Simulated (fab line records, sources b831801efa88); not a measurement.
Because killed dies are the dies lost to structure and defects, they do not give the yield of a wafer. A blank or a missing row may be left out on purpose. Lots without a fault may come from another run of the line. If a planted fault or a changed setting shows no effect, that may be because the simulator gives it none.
fab line records + flow sky130
[record]
- lots = 4
- wafers = 12
- lastDay = 50
route steps=708 shown VIA2@527 METAL3@532 CAPM@537 PAD_OPEN@708
lots with no fault: from the same line, run without faults
startH: hours from the record's first day to the start of the lot's first wafer shown + waitH: hours elapsed since this lot's preceding step + " repeats the value in the row above + L1.1+2: a row that stands for several wafers + - no value, or no start was given + * or withheld: withheld + < > ~ a bound
route shown NAME@n: a module of which the file shows steps, and the number in the route of the first + usual: average and standard deviation across the fault-free wafers + same: alike in all rows + chamber/n: place in a boat + sites: the reading at each site + _std_site: how widely they spread, as a standard deviation + _edge_site: outer sites' mean less inner sites' + radiusMm: for every site, how far away it sits from the centre of the wafer + mask NAME#n: copy n + behind: the tool/chamber that last shaped the wafer + hold: cause of the lot's hold/its duration in hours/its outcome + device: the transistor (n, p or np) that didn't switch + end of line: tests run on the same wafers once the route is complete + where a step has no rows: the recipe by itself + killed: the dies lost at the first sort to structure and to defects; this is not the yield of the wafer + map: shows each die of a wafer: x if killed, . if not, _ if none is there
set.NAME: the setting as run; set.NAME@STEP: as run at that earlier step + model.NAME: the simulator's own value behind a step, which no gauge read
lots at some steps of the route; a table a step, a row a wafer
services: when a tool's chamber went out of use (startH, in hours from the record's first day, below 0 if earlier), for how many hours, and the reason
[[steps]]
[step SKY_VIA2_SPUTTER_20]
[recipe]
- material = TiN
- targetThkNm = 20
- chamberPressurePa = 5
- powerW = 4000
- timeS = 80
[step SKY_VIA2_CVD_21]
[recipe]
- material = W
- targetThkNm = 420
- timeS = 126.4
- tempC = 400
- pressureTorr = 40
[step SKY_VIA2_CMP_24]
[recipe]
- stopOn = SiO2
- tOverpolishS = 20
- downForcePsi = 3.5
- platenRpm = 60
- targetThkNm = 0
- padVelocityMS = 0.94248
[step SKY_METAL3_SPUTTER_00]
[recipe]
- material = Ti
- targetThkNm = 15
- powerW = 3000
- timeS = 10
- chamberPressurePa = 0.4
[step SKY_METAL3_SPUTTER_01]
[recipe]
- material = TiN
- targetThkNm = 20
- powerW = 6500
- timeS = 16.7
- chamberPressurePa = 0.4
[step SKY_METAL3_SPUTTER_02]
[recipe]
- material = AlCu
- targetThkNm = 735
- powerW = 10600
- timeS = 39.1
- chamberPressurePa = 0.4
[step SKY_METAL3_SPUTTER_03]
[recipe]
- material = Ti
- targetThkNm = 5
- powerW = 3000
- timeS = 3.3
- chamberPressurePa = 0.4
[step SKY_METAL3_SPUTTER_04]
[recipe]
- material = TiN
- targetThkNm = 70
- powerW = 6500
- timeS = 58.3
- chamberPressurePa = 0.4
[step SKY_CAPM_CVD_00]
[recipe]
- material = SiO2
- targetThkNm = 15.5
- tempC = 400
- timeS = withheld
- rfW = 450
[step SKY_CAPM_SPUTTER_02]
[recipe]
- material = TiN
- targetThkNm = 200
- tempC = 300
- powerW = 6500
- timeS = 166.7
- chamberPressurePa = 0.4
[usual]
- chamberPressurePa = 0.4000/0.00076
- throttleValvePct = 29.8/0.82
| lot.wafer | tool          | chamber | startH  | waitH | chamberPressurePa | throttleValvePct | model.TiN_of_CAPM_SPUTTER_02.thkNm |
|-----------|---------------|---------|---------|-------|-------------------|------------------|------------------------------------|
| L488.1    | pvdSputter-03 | -       | 908.94  | 0.1   | 0.4007            | 30.2             | 201.4                              |
| L488.2    | "             | -       | "       | "     | 0.4007            | 29.7             | 201.5                              |
| L488.3    | "             | -       | "       | "     | 0.4004            | 29.6             | 198.1                              |
| L490.1    | pvdSputter-03 | -       | 918.91  | 0.1   | 0.4008            | 29.7             | 204.4                              |
| L490.4    | "             | -       | "       | "     | 0.4003            | 29.9             | 200.5                              |
| L490.6    | "             | -       | "       | "     | 0.4009            | 29.8             | 213.3                              |
| L493.2    | pvdSputter-03 | -       | 950.45  | 0.0   | 0.3998            | 29.5             | 203.6                              |
| L493.5    | "             | -       | "       | "     | 0.4001            | 30.2             | 201.2                              |
| L493.6    | "             | -       | "       | "     | 0.4001            | 30.0             | 211.1                              |
| L502.2    | pvdSputter-02 | -       | 1002.50 | 0.0   | 0.4001            | 28.6             | 195.5                              |
| L502.3    | "             | -       | "       | "     | 0.4004            | 29.9             | 197.7                              |
| L502.5    | "             | -       | "       | "     | 0.4000            | 28.8             | 201.3                              |
[step SKY_CAPM_RS_MEAS_03]
[recipe]
- thkMeasGauge = four-point-probe
- reads = TiN_of_CAPM_SPUTTER_02
[usual]
- CAPM_TIN_RS = 6.92/0.098
| lot.wafer | tool         | chamber | startH  | waitH | CAPM_TIN_RS[ohm/sq] |
|-----------|--------------|---------|---------|-------|---------------------|
| L488.1    | filmMetro-01 | -       | 909.05  | 0.1   | 6.88                |
| L488.2    | "            | -       | "       | "     | 6.87                |
| L488.3    | "            | -       | "       | "     | 6.99                |
| L490.1    | filmMetro-01 | -       | 919.02  | 0.1   | 6.78                |
| L490.4    | "            | -       | "       | "     | 6.90                |
| L490.6    | "            | -       | "       | "     | 6.48                |
| L493.2    | filmMetro-02 | -       | 950.58  | 0.1   | 6.79                |
| L493.5    | "            | -       | "       | "     | 6.87                |
| L493.6    | "            | -       | "       | "     | 6.54                |
| L502.2    | filmMetro-02 | -       | 1002.63 | 0.1   | 7.08                |
| L502.3    | "            | -       | "       | "     | 6.98                |
| L502.5    | "            | -       | "       | "     | 6.87                |
[step SKY_CAPM_THK_MEAS_04]
[recipe]
- thkMeasGauge = xrf
- reads = TiN_of_CAPM_SPUTTER_02
[usual]
- CAPM_TIN_THK = 193.9/2.8
| lot.wafer | tool         | chamber | startH  | waitH | CAPM_TIN_THK[nm] |
|-----------|--------------|---------|---------|-------|------------------|
| L488.1    | filmMetro-01 | -       | 909.17  | 0.1   | 196.2            |
| L488.2    | "            | -       | "       | "     | 196.7            |
| L488.3    | "            | -       | "       | "     | 192.7            |
| L490.1    | filmMetro-01 | -       | 919.14  | 0.1   | 198.1            |
| L490.4    | "            | -       | "       | "     | 195.2            |
| L490.6    | "            | -       | "       | "     | 207.6            |
| L493.2    | filmMetro-02 | -       | 950.69  | 0.1   | 197.0            |
| L493.5    | "            | -       | "       | "     | 194.9            |
| L493.6    | "            | -       | "       | "     | 203.9            |
| L502.2    | filmMetro-02 | -       | 1002.74 | 0.1   | 188.8            |
| L502.3    | "            | -       | "       | "     | 190.3            |
| L502.5    | "            | -       | "       | "     | 193.4            |
[step SKY_CAPM_DEHYDRATE_05]
[recipe]
- tempC = 200
- timeS = 60
[step SKY_CAPM_HMDS_06]
[recipe]
- primeTimeS = 60
- primeTempC = 120
[step SKY_CAPM_COAT_07]
[recipe]
- resist = NOVOLAK
- spinRpm = 3000
- resistThkNm = 1140
[step SKY_CAPM_SOFTBAKE_08]
[recipe]
- tempC = 90
- timeS = 60
- resist = NOVOLAK
[step SKY_CAPM_EXPOSE_09]
[recipe]
- maskId = CAPM
- na = 0.6
- sourceShape = conventional
- sigmaOuter = 0.6
- polarization = unpolarized
- targetCdNm = 1000
- doseMj = 159
[step SKY_CAPM_PEB_10]
[recipe]
- tempC = withheld
- timeS = *
- resist = NOVOLAK
[step SKY_CAPM_DEVELOP_11]
[recipe]
- resist = NOVOLAK
- developer = TMAH
- developTimeS = 60
- devTempC = 23
[step SKY_CAPM_METAL_ETCH_13]
[recipe]
- targetDepthNm = 220
- stopOn = SiO2
- chemistry = Cl2/BCl3
- target = TiN
- pressureMtorr = 10
- icpW = 900
- biasW = 48.5
- Cl2_flow_sccm = 60
- bcl3FlowSccm = 30
- timeS = 62.9
[usual]
- drypumpMotorCurrentA = 5.8/0.5
- mfcCl2Sccm = 60.01/0.18
- oesProductAu = 0.941/0.0089
- throttleValvePct = 21.902/0.011
| lot.wafer | tool        | chamber | startH  | waitH | drypumpMotorCurrentA | mfcCl2Sccm | oesProductAu | rfHoursCounterH | throttleValvePct |
|-----------|-------------|---------|---------|-------|----------------------|------------|--------------|-----------------|------------------|
| L488.1    | rieMetal-04 | 0       | 933.55  | 0.0   | 5.5                  | 60.14      | 0.943        | 3               | 21.889           |
| L488.2    | "           | 1       | "       | "     | 5.5                  | 59.92      | 0.943        | 1               | 21.898           |
| L488.3    | "           | 1       | "       | "     | 5.5                  | 60.01      | 0.937        | -               | 21.902           |
| L490.1    | rieMetal-04 | 1       | 943.26  | 0.0   | 5.4                  | 59.99      | 0.958        | 1               | 21.879           |
| L490.4    | "           | 1       | "       | "     | 5.4                  | 60.01      | 0.942        | -               | 21.896           |
| L490.6    | "           | 1       | "       | "     | 5.4                  | 59.95      | 0.972        | -               | 21.884           |
| L493.2    | rieMetal-01 | 0       | 974.28  | 0.0   | 6.2                  | 59.83      | 0.950        | 14              | 21.886           |
| L493.5    | "           | 1       | "       | "     | 5.0                  | 60.22      | 0.947        | -               | 21.896           |
| L493.6    | "           | 0       | "       | "     | 6.2                  | 60.02      | 0.978        | -               | 21.895           |
| L502.2    | rieMetal-04 | 1       | 1025.23 | 0.0   | 5.5                  | 59.73      | 0.934        | 6               | 21.905           |
| L502.3    | "           | 0       | "       | "     | 5.5                  | 60.04      | 0.930        | -               | 21.922           |
| L502.5    | "           | 0       | "       | "     | 5.5                  | 59.71      | 0.944        | -               | 21.878           |
[step SKY_CAPM_STRIP_14]
[recipe]
- chemistry = O2/N2
- powerW = 1400
- pressureMtorr = 1500
- platenTempC = withheld
- o2FlowSccm = 3000
- n2FlowSccm = 300
- overashFraction = 0.5
[step SKY_CAPM_STRIP_15]
[recipe]
- chemistry = postEtchResidueRemover
- timeS = 1200
- tempC = 72.5
[step SKY_CAPM_CLEAN_16]
[recipe]
- chemistry = IPA
- timeS = 180
- tempC = 25
[step SKY_CAPM_CLEAN_17]
[recipe]
- chemistry = O3/DIW
- dry = n2Spin
[step SKY_METAL3_DEHYDRATE_05]
[recipe]
- tempC = 200
- timeS = 60
[step SKY_METAL3_HMDS_06]
[recipe]
- primeTimeS = 60
- primeTempC = 120
[step SKY_METAL3_COAT_07]
[recipe]
- resist = BARC
- tempC = withheld
- timeS = withheld
- spinRpm = 3000
- resistThkNm = 60
[step SKY_METAL3_COAT_08]
[recipe]
- resist = KrF-thick
- spinRpm = 3000
- resistThkNm = 1140
[step SKY_METAL3_SOFTBAKE_09]
[recipe]
- tempC = 100
- timeS = 90
- resist = KrF-thick
[step SKY_METAL3_EXPOSE_10]
[recipe]
- maskId = MM3
- na = 0.68
- sourceShape = annular
- sigmaInner = 0.4
- sigmaOuter = 0.8
- targetCdNm = 300
- doseMj = 28
[step SKY_METAL3_PEB_11]
[recipe]
- pebTempC = withheld
- pebTimeS = withheld
- resist = KrF-thick
[step SKY_METAL3_DEVELOP_12]
[recipe]
- developTimeS = 60
- resist = KrF-thick
- devTempC = 21
[step SKY_METAL3_DESCUM_15]
[recipe]
- chemistry = O2
- sourcePowerW = 150
- biasPowerW = 0
- pressureMtorr = 10
- tempC = 40
- timeS = 8
[step SKY_METAL3_ETCH_16]
[recipe]
- chemistry = N2/H2
- target = BARC
- ionEnergyEv = 200
- biasW = 100
- pressureMtorr = 30
- n2FlowSccm = 100
- h2FlowSccm = 200
- icpW = 500
- stopOn = SiO2
- timeS = 88.2
- targetDepthA = 600
[step SKY_METAL3_ETCH_17]
[recipe]
- target = SiO2
- stopOn = TiN
- chemistry = C4F8/O2/Ar
- sourceW = 1500
- biasW = 1200
- pressureMtorr = 40
- c4f8FlowSccm = withheld
- O2_flow_sccm = 6
- Ar_flow_sccm = 300
- timeS = 3.9
- targetDepthA = 150
[step SKY_METAL3_METAL_ETCH_18]
[recipe]
- targetDepthA = 8450
- stopOn = SiO2
- overEtchFrac = 0.3
- timeS = 183.1
- chemistry = Cl2/BCl3
- resistSidewallDeg = 88
- pressureMtorr = 10
- icpW = 900
- biasW = 48.5
- Cl2_flow_sccm = 60
- bcl3FlowSccm = 30
[step SKY_METAL3_STRIP_20]
[recipe]
- chemistry = postEtchResidueRemover
- timeS = 1200
- tempC = 72.5
| lot.wafer | tool        | chamber | startH  | waitH | model.TiN_of_CAPM_SPUTTER_02.thkNm |
|-----------|-------------|---------|---------|-------|------------------------------------|
| L488.1    | wetBench-03 | 2       | 959.24  | 0.1   | 200.6                              |
| L488.2    | "           | 2       | "       | "     | 200.7                              |
| L488.3    | "           | 2       | "       | "     | 197.3                              |
| L490.1    | wetBench-03 | 3       | 968.69  | 0.1   | 203.5                              |
| L490.4    | "           | 3       | "       | "     | 199.7                              |
| L490.6    | "           | 3       | "       | "     | 212.5                              |
| L493.2    | wetBench-01 | 1       | 998.49  | 0.1   | 202.8                              |
| L493.5    | "           | 1       | "       | "     | 200.4                              |
| L493.6    | "           | 1       | "       | "     | 210.2                              |
| L502.2    | wetBench-01 | 1       | 1048.81 | 0.1   | 194.7                              |
| L502.3    | "           | 1       | "       | "     | 196.9                              |
| L502.5    | "           | 1       | "       | "     | 200.5                              |
[step SKY_PAD_OPEN_PROBE_99]
[usual]
- defectLimitedYield = 82.5/1.7
- killed_at_M0_to_M3 = 42/6.1
- killed_at_M4_up = 3.1/1.7
- killedAtContacts = 24/5.5
- killedAtFrontEnd = 16/4.1
- killedAtOther = 0.3/0.57
- killedDies = 86/8.2
- killedOpen = 47/6.8
- killedShort = 38/5.8
- sort_bin_3_pad_short = 0.8/0.42
- sort_bin_5_function = 10.2/1.3
- sort_bin_6_memory = 6.4/1
- sortNPass = 406/8.2
- sortYieldPct = 82.5/1.7
[same]
- grossDies = 492
- killedAtBackSide = 0
- sort_bin_4_leakage[%] = 0
- sort_bin_8_speed[%] = 0
| lot.wafer | tool      | chamber | startH  | waitH | defectLimitedYield[%] | killed_at_M0_to_M3 | killed_at_M4_up | killedAtContacts | killedAtFrontEnd | killedAtOther | killedDies | killedOpen | killedShort | sort_bin_3_pad_short[%] | sort_bin_5_function[%] | sort_bin_6_memory[%] | sortNPass | sortYieldPct[%] | model.etest.capMim.plateOhmSq |
|-----------|-----------|---------|---------|-------|-----------------------|--------------------|-----------------|------------------|------------------|---------------|------------|------------|-------------|-------------------------|------------------------|----------------------|-----------|-----------------|-------------------------------|
| L488.1    | prober-02 | -       | 1121.66 | 0.1   | 82.7                  | 31                 | 5               | 32               | 16               | 1             | 85         | 47         | 38          | 0.8                     | 10.0                   | 6.5                  | 407       | 82.7            | 5.961                         |
| L488.2    | prober-02 | -       | 1121.71 | 0.1   | 83.1                  | 34                 | 4               | 31               | 14               | 0             | 83         | 38         | 45          | 1.8                     | 9.3                    | 5.7                  | 409       | 83.1            | 5.968                         |
| L488.3    | prober-02 | -       | 1121.76 | 0.2   | 80.9                  | 42                 | 7               | 27               | 17               | 1             | 94         | 48         | 46          | 1.0                     | 11.4                   | 6.7                  | 398       | 80.9            | 6.082                         |
| L490.1    | prober-02 | -       | 1129.69 | 0.1   | 82.9                  | 46                 | 5               | 15               | 18               | 0             | 84         | 51         | 33          | 1.4                     | 8.3                    | 7.3                  | 408       | 82.9            | 5.84                          |
| L490.4    | prober-02 | -       | 1129.84 | 0.2   | 79.9                  | 60                 | 2               | 21               | 16               | 0             | 99         | 61         | 38          | 0.8                     | 12.2                   | 7.1                  | 393       | 79.9            | 6.019                         |
| L490.6    | prober-02 | -       | 1129.94 | 0.2   | 83.3                  | 42                 | 3               | 16               | 20               | 1             | 82         | 36         | 46          | 0.6                     | 8.3                    | 7.7                  | 410       | 83.3            | 5.653                         |
| L493.2    | prober-01 | -       | 1153.79 | 0.1   | 82.3                  | 38                 | 3               | 25               | 21               | 0             | 87         | 48         | 38          | 1.0                     | 11.6                   | 5.1                  | 405       | 82.3            | 5.864                         |
| L493.5    | prober-01 | -       | 1153.94 | 0.2   | 81.3                  | 49                 | 2               | 22               | 19               | 0             | 92         | 48         | 43          | 0.6                     | 10.6                   | 7.5                  | 400       | 81.3            | 5.976                         |
| L493.6    | prober-01 | -       | 1153.99 | 0.2   | 83.7                  | 44                 | 3               | 22               | 11               | 0             | 80         | 40         | 38          | 1.2                     | 9.3                    | 5.7                  | 412       | 83.7            | 5.768                         |
| L502.2    | prober-02 | -       | 1192.69 | 0.1   | 81.9                  | 39                 | 5               | 32               | 13               | 0             | 89         | 52         | 37          | 0.6                     | 11.0                   | 6.5                  | 403       | 81.9            | 6.094                         |
| L502.3    | prober-02 | -       | 1192.74 | 0.2   | 81.9                  | 39                 | 4               | 26               | 19               | 1             | 89         | 41         | 47          | 0.8                     | 10.8                   | 6.5                  | 403       | 81.9            | 6.053                         |
| L502.5    | prober-02 | -       | 1192.84 | 0.2   | 82.5                  | 46                 | 0               | 29               | 11               | 0             | 86         | 43         | 43          | 0.4                     | 10.6                   | 6.5                  | 406       | 82.5            | 5.927                         |
// killed by level:class
L488.1 CONTACT:geometricParticle:open=13 VIA1:geometricParticle:open=10 CONTACT:geometricParticle:short=8 POLY_GATE:geometricParticle:open=6 LI_CONTACT:geometricParticle:open=6 METAL4:geometricParticle:short=5 VIA1:geometricParticle:short=4 METAL2:geometricParticle:short=4
L488.2 CONTACT:geometricParticle:open=11 CONTACT:geometricParticle:short=8 VIA1:geometricParticle:open=7 LI_CONTACT:geometricParticle:open=5 LOCAL_INTERCONNECT:geometricParticle:short=5 METAL2:geometricParticle:short=5 FIELD_ISO:geometricParticle:short=4 VIA3:geometricParticle:open=4
L488.3 CONTACT:geometricParticle:open=9 VIA1:geometricParticle:open=9 VIA2:geometricParticle:open=7 FIELD_ISO:geometricParticle:open=5 LOCAL_INTERCONNECT:geometricParticle:short=5 METAL1:geometricParticle:short=5 VIA3:geometricParticle:open=5 FIELD_ISO:geometricParticle:short=4
L490.1 VIA2:geometricParticle:open=10 VIA1:geometricParticle:open=7 VIA3:geometricParticle:open=6 VIA1:geometricParticle:short=6 POLY_GATE:geometricParticle:open=5 LI_CONTACT:geometricParticle:open=5 METAL1:geometricParticle:short=4 CONTACT:geometricParticle:open=4
L490.4 VIA3:geometricParticle:open=13 VIA1:geometricParticle:open=12 VIA2:geometricParticle:open=9 LI_CONTACT:geometricParticle:open=8 METAL2:geometricParticle:short=7 METAL1:geometricParticle:short=5 VIA2:geometricParticle:short=5 POLY_GATE:geometricParticle:open=4
L490.6 VIA1:geometricParticle:open=10 SPACER:geometricParticle:short=7 CONTACT:geometricParticle:short=6 LI_CONTACT:geometricParticle:open=5 VIA1:geometricParticle:short=5 VIA2:geometricParticle:open=5 METAL2:geometricParticle:short=5 VIA3:geometricParticle:open=5
L493.2 CONTACT:geometricParticle:open=8 FIELD_ISO:geometricParticle:open=6 LI_CONTACT:geometricParticle:open=6 METAL2:geometricParticle:short=6 CONTACT:geometricParticle:short=6 VIA3:geometricParticle:open=5 VIA1:geometricParticle:short=5 VIA1:geometricParticle:open=5
L493.5 VIA1:geometricParticle:open=13 CONTACT:geometricParticle:open=11 METAL1:geometricParticle:short=9 METAL2:geometricParticle:short=8 VIA2:geometricParticle:open=7 POLY_GATE:geometricParticle:short=6 LI_CONTACT:geometricParticle:open=6 FIELD_ISO:geometricParticle:open=4
L493.6 VIA3:geometricParticle:open=10 VIA1:geometricParticle:open=9 LOCAL_INTERCONNECT:geometricParticle:short=7 METAL2:geometricParticle:short=7 CONTACT:geometricParticle:short=6 CONTACT:geometricParticle:open=5 LI_CONTACT:geometricParticle:open=4 METAL1:geometricParticle:short=4
L502.2 CONTACT:geometricParticle:open=18 VIA1:geometricParticle:open=9 FIELD_ISO:geometricParticle:open=7 METAL2:geometricParticle:short=6 METAL1:geometricParticle:short=6 LI_CONTACT:geometricParticle:open=5 LOCAL_INTERCONNECT:geometricParticle:short=5 VIA3:geometricParticle:short=5
L502.3 VIA1:geometricParticle:open=11 VIA1:geometricParticle:short=10 CONTACT:geometricParticle:open=8 CONTACT:geometricParticle:short=7 LI_CONTACT:geometricParticle:open=6 METAL1:geometricParticle:short=5 POLY_GATE:geometricParticle:open=4 POLY_GATE:geometricParticle:short=4
L502.5 VIA1:geometricParticle:open=11 LI_CONTACT:geometricParticle:open=10 CONTACT:geometricParticle:open=8 METAL2:geometricParticle:short=7 VIA2:geometricParticle:short=6 VIA3:geometricParticle:open=5 LI_CONTACT:geometricParticle:short=4 LOCAL_INTERCONNECT:geometricParticle:short=4
[[services]]
| tool          | chamber | startH  | hours | kind                  |
|---------------|---------|---------|-------|-----------------------|
| pvdSputter-02 | -       | 887.66  | 3.5   | repair                |
| rieMetal-04   | 1       | 897.15  | -     | clean                 |
| rieMetal-04   | 1       | 897.15  | 19.4  | scheduledDown         |
| rieMetal-04   | 1       | 897.15  | 19.4  | ventCycle             |
| pvdSputter-03 | 1       | 910.93  | -     | consumableReplace:kit |
| pvdSputter-03 | 1       | 910.93  | 18.0  | scheduledDown         |
| pvdSputter-03 | 1       | 910.93  | 18.0  | ventCycle             |
| pvdSputter-03 | -       | 912.59  | 0.9   | repair                |
| pvdSputter-03 | -       | 920.81  | 3.0   | repair                |
| pvdSputter-02 | -       | 975.97  | 0.8   | repair                |
| pvdSputter-03 | -       | 981.53  | 1.4   | repair                |
| pvdSputter-03 | 0       | 1011.42 | -     | consumableReplace:kit |
| pvdSputter-03 | 0       | 1011.42 | 18.0  | scheduledDown         |
| pvdSputter-03 | 0       | 1011.42 | 18.0  | ventCycle             |
[[key]]
[firstSign]
- step = SKY_CAPM_RS_MEAS_03
- reading = CAPM_TIN_RS
- direction = down
- sigmas = 4.2
- usual = 6.92
- struck = 6.51
[effect]
- step = SKY_CAPM_THK_MEAS_04
- reading = CAPM_TIN_THK
- direction = up
- sigmas = 4.2
- usual = 193.9
- struck = 205.7
[effect]
- step = SKY_CAPM_METAL_ETCH_13
- reading = oesProductAu
- direction = up
- sigmas = 3.8
- usual = 0.941
- struck = 0.975
[modelEffect]
- step = SKY_CAPM_SPUTTER_02
- value = TiN_of_CAPM_SPUTTER_02.thkNm
- without = 199.4
- struck = 212.2
[modelEffect]
- step = SKY_METAL3_STRIP_20
- value = TiN_of_CAPM_SPUTTER_02.thkNm
- without = 198.6
- struck = 211.3
[modelEffect]
- step = SKY_PAD_OPEN_PROBE_99
- value = etest.capMim.plateOhmSq
- without = 6.076
- struck = 5.71
metAt SKY_CAPM_SPUTTER_02
struckWafers L490.6,L493.6
onsetBetween 908.94 918.91
[fault]
- kind = processParameterDrift
- tool = pvdSputter-03
- chamber = -
- onsetH = 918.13
- steps = SKY_CAPM_SPUTTER_02
- channel = targetThkNm
- offset = 12.777
- shape = step
- endH = 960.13
- actsIn = theseRecipesOnly
- stated = 200
- scope = struckWafersOnly
